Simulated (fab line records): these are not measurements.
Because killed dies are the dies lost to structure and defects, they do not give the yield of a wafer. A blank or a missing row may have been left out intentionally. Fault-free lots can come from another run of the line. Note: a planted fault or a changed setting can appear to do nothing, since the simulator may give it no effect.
Chamber matching / flow sky130 / cmp-02 running SKY_VIA1_CMP_02: 4 sister chambers
The step polishes SiO2. 4 wafers are shown with their chamber, then 12 later ones without.

WAFERS PAIRED WITH THEIR CHAMBERS
wafer=L094.3; chamber=3; motor current A (A)=13.5
wafer=L094.4; chamber=0; motor current A (A)=12.1
wafer=L094.5; chamber=1; motor current A (A)=14.1
wafer=L094.6; chamber=2; motor current A (A)=13.2

WAFERS WHOSE CHAMBER IS MISSING
wafer=L095.1; motor current A (A)=13.0
wafer=L095.2; motor current A (A)=11.6
wafer=L095.3; motor current A (A)=13.4
wafer=L095.4; motor current A (A)=13.9
wafer=L095.5; motor current A (A)=12.5
wafer=L095.6; motor current A (A)=14.2
wafer=L096.1; motor current A (A)=12.7
wafer=L096.2; motor current A (A)=12.8
wafer=L096.4; motor current A (A)=13.7
wafer=L097.4; motor current A (A)=12.7
wafer=L097.5; motor current A (A)=12.9
wafer=L097.6; motor current A (A)=14.3

WHICH CHAMBER EACH WENT THROUGH
wafer=L095.1; from the rows above=can't be placed: 2 or 3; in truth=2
wafer=L095.2; from the rows above=0; in truth=0
wafer=L095.3; from the rows above=can't be placed: 3 or 2 or 1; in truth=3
wafer=L095.4; from the rows above=can't be placed: 1 or 3 or 2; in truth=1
wafer=L095.5; from the rows above=can't be placed: 0 or 2 or 3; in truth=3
wafer=L095.6; from the rows above=can't be placed: 1 or 3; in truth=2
wafer=L096.1; from the rows above=can't be placed: 2 or 0 or 3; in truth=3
wafer=L096.2; from the rows above=can't be placed: 2 or 3 or 0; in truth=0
wafer=L096.4; from the rows above=can't be placed: 3 or 1 or 2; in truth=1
wafer=L097.4; from the rows above=can't be placed: 2 or 0 or 3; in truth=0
wafer=L097.5; from the rows above=can't be placed: 2 or 3 or 0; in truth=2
wafer=L097.6; from the rows above=can't be placed: 1 or 3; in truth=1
1 of 12 placed correctly. These rows do not allow placing 11 (true chamber among the candidates in 10). Wrongly placed: 0.
How it was worked out, from the rows above alone: a wafer's distance from a chamber is the root of the sum, over the readings, of the square of ((its reading less the chamber's mean) divided by the reading's scatter). If the next closest chamber is less than 2 further off than the closest, the wafer can't be placed; otherwise it belongs to the closest. A chamber's mean is the mean of its shown wafers. The scatter (one wafer shown for each chamber): square how far every hidden wafer sits from the nearest shown wafer, average those squares and take the square root.
